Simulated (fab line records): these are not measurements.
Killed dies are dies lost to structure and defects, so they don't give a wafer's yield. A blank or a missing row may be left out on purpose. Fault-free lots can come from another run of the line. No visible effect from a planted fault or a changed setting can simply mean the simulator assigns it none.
The same fault as seen by 2 desks -- flow sky130 -- every desk sees just its own numbers, and what lay behind them comes last

## TOOL OWNER'S DESK, rie diel-04
The tool's own readings at SKY_VIA2_ETCH_15 (etches SiO2 in C4F8/O2/Ar, stops on TiN, target depth 546 nm, time 84 s): means of the sampled wafers that have a number, for each lot that ran on this tool. A lot is out of limits, marked OUT, if its mean lies more than 4 standard deviations from the usual mean; the brackets give that distance.
Columns: A = oes product au at SKY_VIA2_ETCH_15, usual 0.941 a.u.
lot,first seen here,A
L803,day 37 19:33,0.938
L804,day 38 05:01,0.942
L806,day 38 17:52,0.941
L808,day 39 10:05,0.942
L813,day 40 18:25,0.941
L816,day 41 11:40,0.882 (-13) OUT
L818,day 42 02:46,0.878 (-14) OUT
This desk's finding: out of limits on L816, L818; first on L816, day 41 11:40 (oes product au at SKY_VIA2_ETCH_15). Within limits: L803, L804, L806, L808, L813.

## METROLOGY DESK
What the gauges read, lot by lot, whatever tool the lot ran on: means of the sampled wafers that have a number. A lot is out of limits, marked OUT, if its mean lies more than 4 standard deviations from the usual mean; the brackets give that distance.
Columns: A = cd nm at SKY_CONTACT_CD_MEAS_14, usual 169.9 nm
lot,first seen here,A
L802,day 32 22:02,172.2
L803,day 33 04:25,171.8
L804,day 33 15:08,168.4
L805,day 33 21:14,169.9
L806,day 34 03:13,169.1
L808,day 34 20:44,170.1
L809,day 35 06:33,170.9
L810,day 35 09:50,170.3
L813,day 36 06:08,169.4
L816,day 37 00:40,170.6
L818,day 37 15:27,169.6
This desk found nothing out of limits on any of the 11 lots.

## BROUGHT TOGETHER
An alarm could have come from the tool owner's desk at day 41 11:40, on L816, L818.
Nothing out of limits was seen by the metrology desk.
The metrology desk has L816, L818 on record, within its limits.
Of the lots named, all ran SKY_VIA2_ETCH_15 on rie diel-04.

## WHAT THE SIMULATOR PUT IN
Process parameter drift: rie diel-04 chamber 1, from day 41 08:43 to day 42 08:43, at SKY_VIA2_ETCH_15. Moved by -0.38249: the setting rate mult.
Struck lots among those shown: L816, L818.
Hours from the fault's start to each desk's first reading out of limits: the tool owner's desk, 3.
